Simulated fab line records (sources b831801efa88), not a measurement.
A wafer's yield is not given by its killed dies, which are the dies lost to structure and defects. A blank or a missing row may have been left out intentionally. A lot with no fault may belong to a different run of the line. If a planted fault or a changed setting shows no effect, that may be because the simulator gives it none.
Comparing a struck lot with a sound one | flow gf180mcu | 27 steps out of a route of 602
Sound: wafers L323.3, L323.4, L323.6. Wafers struck: L328.1, L328.3, L328.5. At the end, the cause is stated.
For every step that has rows: the tool of each side, followed by ch and its chambers, followed by its first start. Under that, the readings that differ: sound wafers | struck wafers | difference of the means | sigmas: that difference in standard deviations of wafers without a fault.
alike: readings whose means differ by less than 2 such deviations, and words and numbers that are the same on both sides. not compared: withheld readings, readings that some wafer has no value for, bounds like >300 that may hide the same value, and numbers for which the record gives no deviation and whose values overlap.
A row with sigmas, a row that says differs or no value, or rows on one side alone: a step with any of these is where the two part. Non-overlapping numbers with no deviation appear without sigmas and do not part them. A reading that every wafer of one side lacks parts them only if that side has two wafers or more.

GF_V2_ETCH_16: etches BARC in N2/H2.
  sound on rie diel-01 ch 0,1, day 23 17:47; struck on rie diel-02 ch 0,1,2, day 25 09:37
  alike: drypump motor current A, oes product au, throttle valve pct
then, 1 step without rows for these wafers: GF_V2_ETCH_17 (etches SiO2 in C4F8/O2/Ar, stops on TiN, target depth 630 nm).
GF_V2_STRIP_18: strips in O2/N2.
  sound on plasma asher-02 ch 0,1, day 23 17:57; struck on plasma asher-04 ch 0, day 25 09:44
  reading                     | sound       | struck      | difference | sigmas
  drypump motor current A (A) | 6.3 5.8 6.3 | 5.1 5.2 5.1 | -1.0       | -3
  heater power w (W)          | 416 354 424 | 316 322 306 | -83        | -2
  alike: oes product au
  not compared: rf hours counter h
then, 3 steps without rows for these wafers: GF_V2_STRIP_19 (strips in post etch residue remover, time 1200 s); GF_V2_CLEAN_20 (cleans in DIW); GF_V2_SPUTTER_21 (material Ti, target thk 15 nm, time 80.02 s).
GF_V2_SPUTTER_22: material TiN, target thk 10 nm, time 40 s.
  sound: pvd sputter-02 at day 23 18:31; struck: pvd sputter-04 at day 25 10:20
  alike: cathode dc power W, chamber pressure pa, throttle valve pct
then, 1 step without rows for these wafers: GF_V2_CVD_23 (deposits W, target thk 350 nm, time 104.94 s).
GF_V2_RS_MEAS_24: measures by four-point-probe.
  sound: film metro-03 at day 23 18:43; struck: film metro-03 at day 25 10:29
  alike: V2_W_RS
GF_V2_THK_MEAS_25: measures by xrf.
  sound: film metro-03 at day 23 18:49; struck: film metro-03 at day 25 10:37
  alike: V2_W_THK
then, 2 steps without rows for these wafers: GF_V2_CMP_26 (polishes, stops on SiO2, t overpolish 15 s, target thk 0 nm); GF_M3_SPUTTER_00 (material Ti, target thk 37.5 nm, time 150 s).
GF_M3_SPUTTER_01: material TiN, target thk 30 nm, time 25 s.
  sound: pvd sputter-03 at day 23 19:16; struck: pvd sputter-03 at day 25 11:04
  no value came back on the struck wafers for cathode dc power W (W), chamber pressure pa (Pa), throttle valve pct (%); on the sound wafers cathode dc power W (W) reads 6501.8 6499.9 6500.4
GF_M3_SPUTTER_02: material AlCu, target thk 450 nm, time 23.9 s.
  sound: pvd sputter-03 at day 23 19:17; struck: pvd sputter-03 at day 25 11:06
  alike: cathode dc power W, chamber pressure pa, throttle valve pct
GF_M3_SPUTTER_03: material Ti, target thk 10 nm, time 6.7 s.
  sound: pvd sputter-03 at day 23 19:19; struck: pvd sputter-03 at day 25 11:08
  alike: cathode dc power W, chamber pressure pa, throttle valve pct
then, 8 steps without rows for these wafers: GF_M3_SPUTTER_04 (material TiN, target thk 50 nm, time 41.7 s); GF_M3_DEHYDRATE_07 (time 60 s); GF_M3_HMDS_08 (prime time 60 s); GF_M3_COAT_09 (resist thk 1000 nm); GF_M3_SOFTBAKE_10 (time 60 s); GF_M3_EXPOSE_11 (exposes mask Metal3, target cd 280 nm); GF_M3_PEB_12 (peb time 90 s); GF_M3_DEVELOP_13 (develop time 60 s).
GF_M3_CD_MEAS_14: target cd 280 nm.
  sound: cd sem-02 at day 24 17:24; struck: cd sem-01 at day 26 07:51
  reading    | sound             | struck            | difference | sigmas
  cd nm (nm) | 281.4 280.1 281.4 | 277.5 278.0 278.3 | -3.0       | -2
GF_M3_OVL_MEAS_15:
  sound: overlay-02 at day 24 17:29; struck: overlay-02 at day 26 07:58
  alike: M3_OVL
GF_M3_METAL_ETCH_16: etches the open film in Cl2/BCl3, stops on SiO2, target depth 627.5 nm, time 104.6 s.
  sound on rie metal-04 ch 0,1, day 24 17:33; struck on rie metal-04 ch 0, day 26 08:01
  reading                | sound                | struck               | difference | sigmas
  oes product au (a.u.)  | 0.980 0.981 0.961    | 0.946 0.942 0.950    | -0.028     | -4
  throttle valve pct (%) | 28.251 28.229 28.247 | 28.262 28.280 28.272 | +0.029     | +3
  alike: drypump motor current A
  not compared: rf hours counter h
then, 1 step without rows for these wafers: GF_M3_STRIP_17 (strips in O2/N2).

## WHERE THEY PART
At GF_V2_STRIP_18 first; at GF_M3_METAL_ETCH_16 last (within this record only).

WHY: what had been put in by the simulator
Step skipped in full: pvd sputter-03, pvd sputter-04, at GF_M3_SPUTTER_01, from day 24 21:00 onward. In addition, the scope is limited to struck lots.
